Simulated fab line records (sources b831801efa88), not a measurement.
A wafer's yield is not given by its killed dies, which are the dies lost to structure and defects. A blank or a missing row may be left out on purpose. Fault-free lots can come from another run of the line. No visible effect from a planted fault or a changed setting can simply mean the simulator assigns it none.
fab line records / flow gf180mcu
record lots=6 wafers=18 last-day=34
route steps=602 shown M3@409
lots that met no fault: taken from a fault-free run of the same line
start-h: start of the lot's first displayed wafer, in hours after the record's first day / wait-h: time in hours since the lot's previous step / " identical to the entry in the row above / L1.1+2: a row that stands for several wafers / - either no value or no given start / * or withheld: withheld / < > ~ a bound
route shown NAME@n: a module of which the file shows steps, and the number in the route of the first / usual: mean/standard deviation taken from wafers without a fault / same: alike in all rows / chamber/n: place in a boat / sites: per-site readings / _std_site: the values' standard deviation / _edge_site: outer sites' mean less inner sites' / radius-mm: how far each site lies from the wafer's centre / mask NAME#n: copy n / behind: the tool/chamber that last shaped the wafer / hold: what put the lot on hold/how long, in hours/how the hold closed / device: which transistor (n, p or np) failed to switch / end of line: the tests these same wafers got at the end of their route / where a step has no rows: the recipe by itself / killed: dies lost to structure and defects at the first sort, not the wafer's yield / map: per-die view of a wafer (x killed, . not killed, _ where there is no die)
set.NAME: the setting the step ran with; set.NAME@STEP: the setting that earlier step ran with / model.NAME: the simulator's own value behind a step, which no gauge read
a table for each step, a row for each wafer; lots at some steps of the route
services: the hour from which a tool's chamber was out of use, counted from the record's first day as start-h (under 0 if before that day), plus the number of hours and why
## steps
# step GF_M3_SPUTTER_00
# recipe material=Ti target-thk-nm=37.5 arriving-ion-energy-ev=80 substrate-temp-c=200 chamber-pressure-pa=2 power-w=4000 time-s=150
# usual cathode-dc-power-W=4000.1/0.7 chamber-pressure-pa=2.000/0.0042 throttle-valve-pct=30.5/1
lot.wafer=L898.1 tool=pvd-sputter-04 chamber=- start-h=466.14 wait-h=0.1 cathode-dc-power-W=3999.2 chamber-pressure-pa=2.006 throttle-valve-pct=31.5
lot.wafer=L898.2 tool=pvd-sputter-04 chamber=- start-h=466.14 wait-h=0.1 cathode-dc-power-W=4000.2 chamber-pressure-pa=2.001 throttle-valve-pct=30.0
lot.wafer=L898.3 tool=pvd-sputter-04 chamber=- start-h=466.14 wait-h=0.1 cathode-dc-power-W=3998.4 chamber-pressure-pa=1.996 throttle-valve-pct=30.6
lot.wafer=L904.1 tool=pvd-sputter-03 chamber=- start-h=527.27 wait-h=0.1 cathode-dc-power-W=4000.7 chamber-pressure-pa=1.994 throttle-valve-pct=30.2
lot.wafer=L904.2 tool=pvd-sputter-03 chamber=- start-h=527.27 wait-h=0.1 cathode-dc-power-W=3999.6 chamber-pressure-pa=2.000 throttle-valve-pct=31.9
lot.wafer=L904.6 tool=pvd-sputter-03 chamber=- start-h=527.27 wait-h=0.1 cathode-dc-power-W=3999.8 chamber-pressure-pa=2.000 throttle-valve-pct=31.7
lot.wafer=L905.2 tool=pvd-sputter-01 chamber=- start-h=539.78 wait-h=0.1 cathode-dc-power-W=4001.6 chamber-pressure-pa=2.002 throttle-valve-pct=31.0
lot.wafer=L905.5 tool=pvd-sputter-01 chamber=- start-h=539.78 wait-h=0.1 cathode-dc-power-W=4000.6 chamber-pressure-pa=1.999 throttle-valve-pct=31.5
lot.wafer=L905.6 tool=pvd-sputter-01 chamber=- start-h=539.78 wait-h=0.1 cathode-dc-power-W=4000.7 chamber-pressure-pa=1.999 throttle-valve-pct=28.8
lot.wafer=L915.3 tool=pvd-sputter-01 chamber=- start-h=619.14 wait-h=0.2 cathode-dc-power-W=4000.3 chamber-pressure-pa=1.998 throttle-valve-pct=31.0
lot.wafer=L915.5 tool=pvd-sputter-01 chamber=- start-h=619.14 wait-h=0.2 cathode-dc-power-W=3999.9 chamber-pressure-pa=1.994 throttle-valve-pct=31.2
lot.wafer=L915.6 tool=pvd-sputter-01 chamber=- start-h=619.14 wait-h=0.2 cathode-dc-power-W=4000.3 chamber-pressure-pa=1.995 throttle-valve-pct=28.7
lot.wafer=L918.3 tool=pvd-sputter-03 chamber=- start-h=642.42 wait-h=0.2 cathode-dc-power-W=3999.8 chamber-pressure-pa=1.998 throttle-valve-pct=30.5
lot.wafer=L918.4 tool=pvd-sputter-03 chamber=- start-h=642.42 wait-h=0.2 cathode-dc-power-W=3999.7 chamber-pressure-pa=1.998 throttle-valve-pct=31.6
lot.wafer=L918.5 tool=pvd-sputter-03 chamber=- start-h=642.42 wait-h=0.2 cathode-dc-power-W=4000.4 chamber-pressure-pa=1.996 throttle-valve-pct=30.2
lot.wafer=L919.1 tool=pvd-sputter-04 chamber=- start-h=643.50 wait-h=0.1 cathode-dc-power-W=3999.8 chamber-pressure-pa=2.002 throttle-valve-pct=31.5
lot.wafer=L919.3 tool=pvd-sputter-04 chamber=- start-h=643.50 wait-h=0.1 cathode-dc-power-W=4002.0 chamber-pressure-pa=1.991 throttle-valve-pct=30.6
lot.wafer=L919.6 tool=pvd-sputter-04 chamber=- start-h=643.50 wait-h=0.1 cathode-dc-power-W=4002.1 chamber-pressure-pa=2.006 throttle-valve-pct=31.0
# step GF_M3_SPUTTER_01
# recipe material=TiN target-thk-nm=30 power-w=6500 time-s=25 chamber-pressure-pa=0.4
# usual cathode-dc-power-W=6500.0/1.1 chamber-pressure-pa=0.4000/0.00089 throttle-valve-pct=30.5/1
lot.wafer=L898.1 tool=pvd-sputter-04 chamber=- start-h=466.24 wait-h=0.1 cathode-dc-power-W=6501.6 chamber-pressure-pa=0.3998 throttle-valve-pct=31.7
lot.wafer=L898.2 tool=pvd-sputter-04 chamber=- start-h=466.24 wait-h=0.1 cathode-dc-power-W=6502.0 chamber-pressure-pa=0.4005 throttle-valve-pct=29.9
lot.wafer=L898.3 tool=pvd-sputter-04 chamber=- start-h=466.24 wait-h=0.1 cathode-dc-power-W=6498.5 chamber-pressure-pa=0.4002 throttle-valve-pct=30.9
lot.wafer=L904.1 tool=pvd-sputter-03 chamber=- start-h=527.37 wait-h=0.1 cathode-dc-power-W=6499.9 chamber-pressure-pa=0.3996 throttle-valve-pct=30.1
lot.wafer=L904.2 tool=pvd-sputter-03 chamber=- start-h=527.37 wait-h=0.1 cathode-dc-power-W=6500.6 chamber-pressure-pa=0.3988 throttle-valve-pct=31.9
lot.wafer=L904.6 tool=pvd-sputter-03 chamber=- start-h=527.37 wait-h=0.1 cathode-dc-power-W=6500.6 chamber-pressure-pa=0.3996 throttle-valve-pct=31.7
lot.wafer=L905.2 tool=pvd-sputter-01 chamber=- start-h=539.88 wait-h=0.1 cathode-dc-power-W=6497.6 chamber-pressure-pa=0.3996 throttle-valve-pct=31.1
lot.wafer=L905.5 tool=pvd-sputter-01 chamber=- start-h=539.88 wait-h=0.1 cathode-dc-power-W=6499.3 chamber-pressure-pa=0.3989 throttle-valve-pct=31.0
lot.wafer=L905.6 tool=pvd-sputter-01 chamber=- start-h=539.88 wait-h=0.1 cathode-dc-power-W=6499.5 chamber-pressure-pa=0.3995 throttle-valve-pct=28.5
lot.wafer=L915.3 tool=pvd-sputter-01 chamber=- start-h=619.24 wait-h=0.1 cathode-dc-power-W=6501.3 chamber-pressure-pa=0.3995 throttle-valve-pct=31.0
lot.wafer=L915.5 tool=pvd-sputter-01 chamber=- start-h=619.24 wait-h=0.1 cathode-dc-power-W=6501.1 chamber-pressure-pa=0.3992 throttle-valve-pct=31.1
lot.wafer=L915.6 tool=pvd-sputter-01 chamber=- start-h=619.24 wait-h=0.1 cathode-dc-power-W=6500.3 chamber-pressure-pa=0.4015 throttle-valve-pct=28.3
lot.wafer=L918.3 tool=pvd-sputter-03 chamber=- start-h=642.52 wait-h=0.1 cathode-dc-power-W=6500.4 chamber-pressure-pa=0.4004 throttle-valve-pct=30.4
lot.wafer=L918.4 tool=pvd-sputter-03 chamber=- start-h=642.52 wait-h=0.1 cathode-dc-power-W=6500.0 chamber-pressure-pa=0.3990 throttle-valve-pct=31.6
lot.wafer=L918.5 tool=pvd-sputter-03 chamber=- start-h=642.52 wait-h=0.1 cathode-dc-power-W=6499.1 chamber-pressure-pa=0.4006 throttle-valve-pct=30.5
lot.wafer=L919.1 tool=pvd-sputter-04 chamber=- start-h=643.60 wait-h=0.1 cathode-dc-power-W=6500.2 chamber-pressure-pa=0.3990 throttle-valve-pct=31.5
lot.wafer=L919.3 tool=pvd-sputter-04 chamber=- start-h=643.60 wait-h=0.1 cathode-dc-power-W=6501.6 chamber-pressure-pa=0.3995 throttle-valve-pct=30.6
lot.wafer=L919.6 tool=pvd-sputter-04 chamber=- start-h=643.60 wait-h=0.1 cathode-dc-power-W=6498.8 chamber-pressure-pa=0.3990 throttle-valve-pct=30.8
# step GF_M3_SPUTTER_02
# recipe material=AlCu target-thk-nm=450 power-w=10600 time-s=23.9 chamber-pressure-pa=0.4
# usual cathode-dc-power-W=10600/1.9 chamber-pressure-pa=0.4001/0.00085 throttle-valve-pct=30.5/0.99
lot.wafer=L898.1 tool=pvd-sputter-04 chamber=- start-h=466.27 wait-h=0.0 cathode-dc-power-W=10601 chamber-pressure-pa=0.3998 throttle-valve-pct=31.5
lot.wafer=L898.2 tool=pvd-sputter-04 chamber=- start-h=466.27 wait-h=0.0 cathode-dc-power-W=10601 chamber-pressure-pa=0.3984 throttle-valve-pct=30.1
lot.wafer=L898.3 tool=pvd-sputter-04 chamber=- start-h=466.27 wait-h=0.0 cathode-dc-power-W=10598 chamber-pressure-pa=0.4017 throttle-valve-pct=30.4
lot.wafer=L904.1 tool=pvd-sputter-03 chamber=- start-h=527.40 wait-h=0.0 cathode-dc-power-W=10602 chamber-pressure-pa=0.4013 throttle-valve-pct=30.6
lot.wafer=L904.2 tool=pvd-sputter-03 chamber=- start-h=527.40 wait-h=0.0 cathode-dc-power-W=10600 chamber-pressure-pa=0.4000 throttle-valve-pct=31.6
lot.wafer=L904.6 tool=pvd-sputter-03 chamber=- start-h=527.40 wait-h=0.0 cathode-dc-power-W=10603 chamber-pressure-pa=0.4004 throttle-valve-pct=31.7
lot.wafer=L905.2 tool=pvd-sputter-01 chamber=- start-h=539.91 wait-h=0.0 cathode-dc-power-W=10600 chamber-pressure-pa=0.3994 throttle-valve-pct=31.3
lot.wafer=L905.5 tool=pvd-sputter-01 chamber=- start-h=539.91 wait-h=0.0 cathode-dc-power-W=10598 chamber-pressure-pa=0.4004 throttle-valve-pct=31.2
lot.wafer=L905.6 tool=pvd-sputter-01 chamber=- start-h=539.91 wait-h=0.0 cathode-dc-power-W=10600 chamber-pressure-pa=0.3991 throttle-valve-pct=28.6
lot.wafer=L915.3 tool=pvd-sputter-01 chamber=- start-h=619.27 wait-h=0.0 cathode-dc-power-W=10601 chamber-pressure-pa=0.3999 throttle-valve-pct=31.4
lot.wafer=L915.5 tool=pvd-sputter-01 chamber=- start-h=619.27 wait-h=0.0 cathode-dc-power-W=10601 chamber-pressure-pa=0.4007 throttle-valve-pct=31.1
lot.wafer=L915.6 tool=pvd-sputter-01 chamber=- start-h=619.27 wait-h=0.0 cathode-dc-power-W=10597 chamber-pressure-pa=0.4000 throttle-valve-pct=28.7
lot.wafer=L918.3 tool=pvd-sputter-03 chamber=- start-h=642.55 wait-h=0.0 cathode-dc-power-W=10601 chamber-pressure-pa=0.4000 throttle-valve-pct=30.5
lot.wafer=L918.4 tool=pvd-sputter-03 chamber=- start-h=642.55 wait-h=0.0 cathode-dc-power-W=10604 chamber-pressure-pa=0.3994 throttle-valve-pct=31.7
lot.wafer=L918.5 tool=pvd-sputter-03 chamber=- start-h=642.55 wait-h=0.0 cathode-dc-power-W=10597 chamber-pressure-pa=0.3999 throttle-valve-pct=30.5
lot.wafer=L919.1 tool=pvd-sputter-04 chamber=- start-h=643.63 wait-h=0.0 cathode-dc-power-W=10599 chamber-pressure-pa=0.4006 throttle-valve-pct=31.4
lot.wafer=L919.3 tool=pvd-sputter-04 chamber=- start-h=643.63 wait-h=0.0 cathode-dc-power-W=10603 chamber-pressure-pa=0.3983 throttle-valve-pct=30.8
lot.wafer=L919.6 tool=pvd-sputter-04 chamber=- start-h=643.63 wait-h=0.0 cathode-dc-power-W=10600 chamber-pressure-pa=0.3990 throttle-valve-pct=31.0
# step GF_M3_SPUTTER_03
# recipe material=Ti target-thk-nm=10 substrate-temp-c=300 chamber-pressure-pa=0.3 power-w=3000 time-s=6.7
# usual cathode-dc-power-W=3000.0/0.52 chamber-pressure-pa=0.3000/0.00061 throttle-valve-pct=30.5/1
lot.wafer=L898.1 tool=pvd-sputter-04 chamber=- start-h=466.30 wait-h=0.0 cathode-dc-power-W=2999.3 chamber-pressure-pa=0.3009 throttle-valve-pct=31.7
lot.wafer=L898.2 tool=pvd-sputter-04 chamber=- start-h=466.30 wait-h=0.0 cathode-dc-power-W=2999.7 chamber-pressure-pa=0.3007 throttle-valve-pct=30.0
lot.wafer=L898.3 tool=pvd-sputter-04 chamber=- start-h=466.30 wait-h=0.0 cathode-dc-power-W=2999.4 chamber-pressure-pa=0.2995 throttle-valve-pct=30.6
lot.wafer=L904.1 tool=pvd-sputter-03 chamber=- start-h=527.43 wait-h=0.0 cathode-dc-power-W=3001.4 chamber-pressure-pa=0.3008 throttle-valve-pct=30.3
lot.wafer=L904.2 tool=pvd-sputter-03 chamber=- start-h=527.43 wait-h=0.0 cathode-dc-power-W=2999.9 chamber-pressure-pa=0.3008 throttle-valve-pct=31.7
lot.wafer=L904.6 tool=pvd-sputter-03 chamber=- start-h=527.43 wait-h=0.0 cathode-dc-power-W=3000.5 chamber-pressure-pa=0.2999 throttle-valve-pct=31.7
lot.wafer=L905.2 tool=pvd-sputter-01 chamber=- start-h=539.94 wait-h=0.0 cathode-dc-power-W=2999.4 chamber-pressure-pa=0.3002 throttle-valve-pct=31.2
lot.wafer=L905.5 tool=pvd-sputter-01 chamber=- start-h=539.94 wait-h=0.0 cathode-dc-power-W=2999.6 chamber-pressure-pa=0.3006 throttle-valve-pct=31.3
lot.wafer=L905.6 tool=pvd-sputter-01 chamber=- start-h=539.94 wait-h=0.0 cathode-dc-power-W=2999.5 chamber-pressure-pa=0.2994 throttle-valve-pct=28.6
lot.wafer=L915.3 tool=pvd-sputter-01 chamber=- start-h=619.30 wait-h=0.0 cathode-dc-power-W=2999.7 chamber-pressure-pa=0.2999 throttle-valve-pct=31.4
lot.wafer=L915.5 tool=pvd-sputter-01 chamber=- start-h=619.30 wait-h=0.0 cathode-dc-power-W=2999.7 chamber-pressure-pa=0.2997 throttle-valve-pct=31.1
lot.wafer=L915.6 tool=pvd-sputter-01 chamber=- start-h=619.30 wait-h=0.0 cathode-dc-power-W=2999.8 chamber-pressure-pa=0.3008 throttle-valve-pct=28.5
lot.wafer=L918.3 tool=pvd-sputter-03 chamber=- start-h=642.58 wait-h=0.0 cathode-dc-power-W=2999.9 chamber-pressure-pa=0.2998 throttle-valve-pct=30.3
lot.wafer=L918.4 tool=pvd-sputter-03 chamber=- start-h=642.58 wait-h=0.0 cathode-dc-power-W=3000.6 chamber-pressure-pa=0.2996 throttle-valve-pct=31.7
lot.wafer=L918.5 tool=pvd-sputter-03 chamber=- start-h=642.58 wait-h=0.0 cathode-dc-power-W=2999.8 chamber-pressure-pa=0.3002 throttle-valve-pct=30.3
lot.wafer=L919.1 tool=pvd-sputter-04 chamber=- start-h=643.66 wait-h=0.0 cathode-dc-power-W=3000.3 chamber-pressure-pa=0.3005 throttle-valve-pct=31.7
lot.wafer=L919.3 tool=pvd-sputter-04 chamber=- start-h=643.66 wait-h=0.0 cathode-dc-power-W=3000.5 chamber-pressure-pa=0.2997 throttle-valve-pct=30.7
lot.wafer=L919.6 tool=pvd-sputter-04 chamber=- start-h=643.66 wait-h=0.0 cathode-dc-power-W=2999.9 chamber-pressure-pa=0.3005 throttle-valve-pct=30.9
# step GF_M3_SPUTTER_04
# recipe material=TiN target-thk-nm=50 power-w=6500 time-s=41.7 chamber-pressure-pa=0.4
# usual cathode-dc-power-W=6500.1/1.3 chamber-pressure-pa=0.4001/0.00073 throttle-valve-pct=30.5/1
lot.wafer=L898.1 tool=pvd-sputter-04 chamber=- start-h=466.32 wait-h=0.0 cathode-dc-power-W=6500.5 chamber-pressure-pa=0.3997 throttle-valve-pct=31.6
lot.wafer=L898.2 tool=pvd-sputter-04 chamber=- start-h=466.32 wait-h=0.0 cathode-dc-power-W=6500.5 chamber-pressure-pa=0.4004 throttle-valve-pct=29.9
lot.wafer=L898.3 tool=pvd-sputter-04 chamber=- start-h=466.32 wait-h=0.0 cathode-dc-power-W=6499.8 chamber-pressure-pa=0.3997 throttle-valve-pct=30.5
lot.wafer=L904.1 tool=pvd-sputter-03 chamber=- start-h=527.45 wait-h=0.0 cathode-dc-power-W=6498.9 chamber-pressure-pa=0.3998 throttle-valve-pct=30.4
lot.wafer=L904.2 tool=pvd-sputter-03 chamber=- start-h=527.45 wait-h=0.0 cathode-dc-power-W=6498.2 chamber-pressure-pa=0.4008 throttle-valve-pct=31.9
lot.wafer=L904.6 tool=pvd-sputter-03 chamber=- start-h=527.45 wait-h=0.0 cathode-dc-power-W=6501.2 chamber-pressure-pa=0.4011 throttle-valve-pct=31.5
lot.wafer=L905.2 tool=pvd-sputter-01 chamber=- start-h=539.96 wait-h=0.0 cathode-dc-power-W=6500.4 chamber-pressure-pa=0.4008 throttle-valve-pct=30.9
lot.wafer=L905.5 tool=pvd-sputter-01 chamber=- start-h=539.96 wait-h=0.0 cathode-dc-power-W=6499.9 chamber-pressure-pa=0.4001 throttle-valve-pct=31.2
lot.wafer=L905.6 tool=pvd-sputter-01 chamber=- start-h=539.96 wait-h=0.0 cathode-dc-power-W=6501.2 chamber-pressure-pa=0.4001 throttle-valve-pct=28.5
lot.wafer=L915.3 tool=pvd-sputter-01 chamber=- start-h=619.32 wait-h=0.0 cathode-dc-power-W=6497.6 chamber-pressure-pa=0.4009 throttle-valve-pct=31.3
lot.wafer=L915.5 tool=pvd-sputter-01 chamber=- start-h=619.32 wait-h=0.0 cathode-dc-power-W=6498.9 chamber-pressure-pa=0.3995 throttle-valve-pct=31.2
lot.wafer=L915.6 tool=pvd-sputter-01 chamber=- start-h=619.32 wait-h=0.0 cathode-dc-power-W=6498.6 chamber-pressure-pa=0.3995 throttle-valve-pct=28.8
lot.wafer=L918.3 tool=pvd-sputter-03 chamber=- start-h=642.60 wait-h=0.0 cathode-dc-power-W=6500.9 chamber-pressure-pa=0.4007 throttle-valve-pct=30.4
lot.wafer=L918.4 tool=pvd-sputter-03 chamber=- start-h=642.60 wait-h=0.0 cathode-dc-power-W=6501.2 chamber-pressure-pa=0.4000 throttle-valve-pct=31.8
lot.wafer=L918.5 tool=pvd-sputter-03 chamber=- start-h=642.60 wait-h=0.0 cathode-dc-power-W=6498.2 chamber-pressure-pa=0.4005 throttle-valve-pct=30.5
lot.wafer=L919.1 tool=pvd-sputter-04 chamber=- start-h=643.68 wait-h=0.0 cathode-dc-power-W=6502.0 chamber-pressure-pa=0.3997 throttle-valve-pct=31.4
lot.wafer=L919.3 tool=pvd-sputter-04 chamber=- start-h=643.68 wait-h=0.0 cathode-dc-power-W=6500.6 chamber-pressure-pa=0.3990 throttle-valve-pct=30.7
lot.wafer=L919.6 tool=pvd-sputter-04 chamber=- start-h=643.68 wait-h=0.0 cathode-dc-power-W=6499.5 chamber-pressure-pa=0.3998 throttle-valve-pct=31.0
# step GF_M3_RS_MEAS_05
# recipe thk-meas-gauge=four-point-probe reads=TiN_of_M3_SPUTTER_04+Ti_of_M3_SPUTTER_03+AlCu_of_M3_SPUTTER_02+TiN_of_M3_SPUTTER_01+Ti_of_M3_SPUTTER_00
# usual M3_ALCU_RS=0.0697/0.00086
lot.wafer=L898.1 tool=film-metro-04 chamber=- start-h=466.36 wait-h=0.0 M3_ALCU_RS[ohm/sq]=0.0710
lot.wafer=L898.2 tool=film-metro-04 chamber=- start-h=466.36 wait-h=0.0 M3_ALCU_RS[ohm/sq]=0.0712
lot.wafer=L898.3 tool=film-metro-04 chamber=- start-h=466.36 wait-h=0.0 M3_ALCU_RS[ohm/sq]=0.0706
lot.wafer=L904.1 tool=film-metro-04 chamber=- start-h=527.49 wait-h=0.0 M3_ALCU_RS[ohm/sq]=0.0691
lot.wafer=L904.2 tool=film-metro-04 chamber=- start-h=527.49 wait-h=0.0 M3_ALCU_RS[ohm/sq]=0.0700
lot.wafer=L904.6 tool=film-metro-04 chamber=- start-h=527.49 wait-h=0.0 M3_ALCU_RS[ohm/sq]=0.0698
lot.wafer=L905.2 tool=film-metro-01 chamber=- start-h=540.02 wait-h=0.0 M3_ALCU_RS[ohm/sq]=0.0685
lot.wafer=L905.5 tool=film-metro-01 chamber=- start-h=540.02 wait-h=0.0 M3_ALCU_RS[ohm/sq]=0.0700
lot.wafer=L905.6 tool=film-metro-01 chamber=- start-h=540.02 wait-h=0.0 M3_ALCU_RS[ohm/sq]=0.0682
lot.wafer=L915.3 tool=film-metro-03 chamber=- start-h=619.40 wait-h=0.1 M3_ALCU_RS[ohm/sq]=0.0695
lot.wafer=L915.5 tool=film-metro-03 chamber=- start-h=619.40 wait-h=0.1 M3_ALCU_RS[ohm/sq]=0.0693
lot.wafer=L915.6 tool=film-metro-03 chamber=- start-h=619.40 wait-h=0.1 M3_ALCU_RS[ohm/sq]=0.0689
lot.wafer=L918.3 tool=film-metro-04 chamber=- start-h=642.68 wait-h=0.1 M3_ALCU_RS[ohm/sq]=0.0694
lot.wafer=L918.4 tool=film-metro-04 chamber=- start-h=642.68 wait-h=0.1 M3_ALCU_RS[ohm/sq]=0.0699
lot.wafer=L918.5 tool=film-metro-04 chamber=- start-h=642.68 wait-h=0.1 M3_ALCU_RS[ohm/sq]=0.0695
lot.wafer=L919.1 tool=film-metro-01 chamber=- start-h=643.72 wait-h=0.0 M3_ALCU_RS[ohm/sq]=0.0700
lot.wafer=L919.3 tool=film-metro-01 chamber=- start-h=643.72 wait-h=0.0 M3_ALCU_RS[ohm/sq]=0.0700
lot.wafer=L919.6 tool=film-metro-01 chamber=- start-h=643.72 wait-h=0.0 M3_ALCU_RS[ohm/sq]=0.0696
# step GF_M3_THK_MEAS_06
# recipe thk-meas-gauge=xrf reads=AlCu_of_M3_SPUTTER_02
# usual M3_ALCU_THK=446/5.4
lot.wafer=L898.1 tool=film-metro-04 chamber=- start-h=466.48 wait-h=0.1 M3_ALCU_THK[nm]=439
lot.wafer=L898.2 tool=film-metro-04 chamber=- start-h=466.48 wait-h=0.1 M3_ALCU_THK[nm]=437
lot.wafer=L898.3 tool=film-metro-04 chamber=- start-h=466.48 wait-h=0.1 M3_ALCU_THK[nm]=437
lot.wafer=L904.1 tool=film-metro-04 chamber=- start-h=527.61 wait-h=0.1 M3_ALCU_THK[nm]=449
lot.wafer=L904.2 tool=film-metro-04 chamber=- start-h=527.61 wait-h=0.1 M3_ALCU_THK[nm]=444
lot.wafer=L904.6 tool=film-metro-04 chamber=- start-h=527.61 wait-h=0.1 M3_ALCU_THK[nm]=449
lot.wafer=L905.2 tool=film-metro-01 chamber=- start-h=540.13 wait-h=0.1 M3_ALCU_THK[nm]=454
lot.wafer=L905.5 tool=film-metro-01 chamber=- start-h=540.13 wait-h=0.1 M3_ALCU_THK[nm]=446
lot.wafer=L905.6 tool=film-metro-01 chamber=- start-h=540.13 wait-h=0.1 M3_ALCU_THK[nm]=454
lot.wafer=L915.3 tool=film-metro-03 chamber=- start-h=619.50 wait-h=0.1 M3_ALCU_THK[nm]=446
lot.wafer=L915.5 tool=film-metro-03 chamber=- start-h=619.50 wait-h=0.1 M3_ALCU_THK[nm]=446
lot.wafer=L915.6 tool=film-metro-03 chamber=- start-h=619.50 wait-h=0.1 M3_ALCU_THK[nm]=447
lot.wafer=L918.3 tool=film-metro-04 chamber=- start-h=642.78 wait-h=0.1 M3_ALCU_THK[nm]=448
lot.wafer=L918.4 tool=film-metro-04 chamber=- start-h=642.78 wait-h=0.1 M3_ALCU_THK[nm]=445
lot.wafer=L918.5 tool=film-metro-04 chamber=- start-h=642.78 wait-h=0.1 M3_ALCU_THK[nm]=448
lot.wafer=L919.1 tool=film-metro-01 chamber=- start-h=643.84 wait-h=0.1 M3_ALCU_THK[nm]=445
lot.wafer=L919.3 tool=film-metro-01 chamber=- start-h=643.84 wait-h=0.1 M3_ALCU_THK[nm]=446
lot.wafer=L919.6 tool=film-metro-01 chamber=- start-h=643.84 wait-h=0.1 M3_ALCU_THK[nm]=447
# step GF_M3_DEHYDRATE_07
# recipe temp-c=200 time-s=60
# step GF_M3_HMDS_08
# recipe prime-time-s=60 prime-temp-c=120
# step GF_M3_COAT_09
# recipe resist=KrF spin-rpm=withheld resist-thk-nm=1000
# step GF_M3_SOFTBAKE_10
# recipe temp-c=130 time-s=60 resist=KrF
# step GF_M3_EXPOSE_11
# recipe mask-id=Metal3 target-cd-nm=280 na=0.68 source-shape=conventional sigma-outer=0.6 dose-mj=28
# step GF_M3_PEB_12
# recipe peb-temp-c=135 peb-time-s=90 resist=KrF
# usual chill-plate-temp-C=23.02/0.12 exhaust-pa=44.8/1.1
lot.wafer=L898.1 tool=litho-track-01 chamber=0 start-h=489.41 wait-h=- chill-plate-temp-C=23.13 exhaust-pa=46.2
lot.wafer=L898.2 tool=litho-track-01 chamber=0 start-h=489.41 wait-h=- chill-plate-temp-C=22.96 exhaust-pa=45.1
lot.wafer=L898.3 tool=litho-track-01 chamber=0 start-h=489.41 wait-h=- chill-plate-temp-C=23.09 exhaust-pa=46.6
lot.wafer=L904.1 tool=litho-track-03 chamber=- start-h=549.67 wait-h=- chill-plate-temp-C=- exhaust-pa=-
lot.wafer=L904.2 tool=litho-track-03 chamber=- start-h=549.67 wait-h=- chill-plate-temp-C=- exhaust-pa=-
lot.wafer=L904.6 tool=litho-track-03 chamber=- start-h=549.67 wait-h=- chill-plate-temp-C=- exhaust-pa=-
lot.wafer=L905.2 tool=litho-track-04 chamber=- start-h=561.77 wait-h=- chill-plate-temp-C=- exhaust-pa=-
lot.wafer=L905.5 tool=litho-track-04 chamber=- start-h=561.77 wait-h=- chill-plate-temp-C=- exhaust-pa=-
lot.wafer=L905.6 tool=litho-track-04 chamber=- start-h=561.77 wait-h=- chill-plate-temp-C=- exhaust-pa=-
lot.wafer=L915.3 tool=litho-track-03 chamber=0 start-h=638.73 wait-h=- chill-plate-temp-C=22.99 exhaust-pa=45.4
lot.wafer=L915.5 tool=litho-track-03 chamber=0 start-h=638.73 wait-h=- chill-plate-temp-C=22.93 exhaust-pa=45.2
lot.wafer=L915.6 tool=litho-track-03 chamber=0 start-h=638.73 wait-h=- chill-plate-temp-C=23.00 exhaust-pa=44.2
lot.wafer=L918.3 tool=litho-track-04 chamber=0 start-h=661.26 wait-h=- chill-plate-temp-C=22.94 exhaust-pa=44.4
lot.wafer=L918.4 tool=litho-track-04 chamber=0 start-h=661.26 wait-h=- chill-plate-temp-C=22.88 exhaust-pa=46.0
lot.wafer=L918.5 tool=litho-track-04 chamber=0 start-h=661.26 wait-h=- chill-plate-temp-C=22.89 exhaust-pa=44.9
lot.wafer=L919.1 tool=litho-track-04 chamber=0 start-h=663.34 wait-h=- chill-plate-temp-C=22.91 exhaust-pa=46.1
lot.wafer=L919.3 tool=litho-track-04 chamber=0 start-h=663.34 wait-h=- chill-plate-temp-C=22.96 exhaust-pa=44.5
lot.wafer=L919.6 tool=litho-track-04 chamber=0 start-h=663.34 wait-h=- chill-plate-temp-C=23.02 exhaust-pa=46.0
# step GF_M3_DEVELOP_13
# recipe develop-time-s=60 dev-temp-c=21
## services
tool=pvd-sputter-03 chamber=- start-h=472.35 hours=2.2 kind=repair
tool=litho-track-01 chamber=- start-h=542.24 hours=- kind=consumable-replace:filter
tool=pvd-sputter-03 chamber=- start-h=570.11 hours=1.8 kind=repair
tool=pvd-sputter-03 chamber=- start-h=572.90 hours=6.7 kind=repair
tool=pvd-sputter-01 chamber=- start-h=596.03 hours=3.1 kind=repair
tool=pvd-sputter-01 chamber=- start-h=653.47 hours=1.0 kind=repair
tool=litho-track-03 chamber=- start-h=663.05 hours=- kind=consumable-replace:filter
## key
first-sign step=GF_M3_PEB_12 reading=tool-record direction=missing
effect none on later readings
met-at GF_M3_PEB_12
struck-wafers L904.1,L904.2,L904.6,L905.2,L905.5,L905.6
later-rows-left-out L904.1,L904.2,L904.6,L905.2,L905.5,L905.6
sort-left-out L904.1,L904.2,L904.6,L905.2,L905.5,L905.6
fault kind=skipped-step-whole tool=litho-track-03,litho-track-04 chamber=- onset-h=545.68 steps=GF_M3_PEB_12 scope=struck-lots-only
# sort-left-out: the simulated sort isn't trusted on such a fault, so these wafers' sort isn't shown, and their yield isn't known
# later-rows-left-out: the simulator's readings of these wafers behind a module that went badly wrong aren't trusted and aren't shown, but for the sort
